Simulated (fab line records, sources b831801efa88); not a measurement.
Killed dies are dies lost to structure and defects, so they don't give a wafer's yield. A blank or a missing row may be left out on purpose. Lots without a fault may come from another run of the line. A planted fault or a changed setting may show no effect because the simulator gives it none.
Chamber matching | flow gf180mcu | GF_V1_CMP_04 on cmp-01: 4 sister chambers
The step polishes SiO2. 4 wafers are shown with their chamber, then 9 later ones without.

WAFERS WITH THEIR CHAMBER
wafer  | chamber | motor_current_A (A)
L088.2 | 1       | 9.8
L089.1 | 2       | 11.1
L089.2 | 3       | 14.5
L089.6 | 0       | 11.7

WAFERS WITHOUT THEIR CHAMBER
wafer  | motor_current_A (A)
L091.1 | 13.3
L091.2 | 9.7
L091.6 | 11.7
L096.1 | 11.3
L096.3 | 9.8
L096.5 | 12.5
L097.3 | 11.7
L097.4 | 12.4
L097.6 | 10.0

WHICH CHAMBER EACH WENT THROUGH
wafer  | from the rows above          | in truth
L091.1 | can't be placed: 3 or 0 or 2 | 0
L091.2 | 1                            | 1
L091.6 | can't be placed: 0 or 2      | 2
L096.1 | can't be placed: 2 or 0      | 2
L096.3 | 1                            | 1
L096.5 | can't be placed: 0 or 2      | 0
L097.3 | can't be placed: 0 or 2      | 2
L097.4 | can't be placed: 0 or 2      | 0
L097.6 | can't be placed: 1 or 2      | 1
Placed correctly: 2 of 9. Can't be placed from these rows: 7 (the true chamber is among the candidates in 7). Placed wrongly: 0.
How it was worked out, from the rows above alone: a wafer's distance from a chamber is the root of the sum, over the readings, of the square of ((its reading less the chamber's mean) divided by the reading's scatter). The wafer belongs to the nearest chamber; if the next one is less than 2 further off, it can't be placed. A chamber's mean is the mean of its shown wafers. The scatter: with one shown wafer a chamber, the root of the mean of the squares of how far each hidden wafer lies from its nearest shown one.
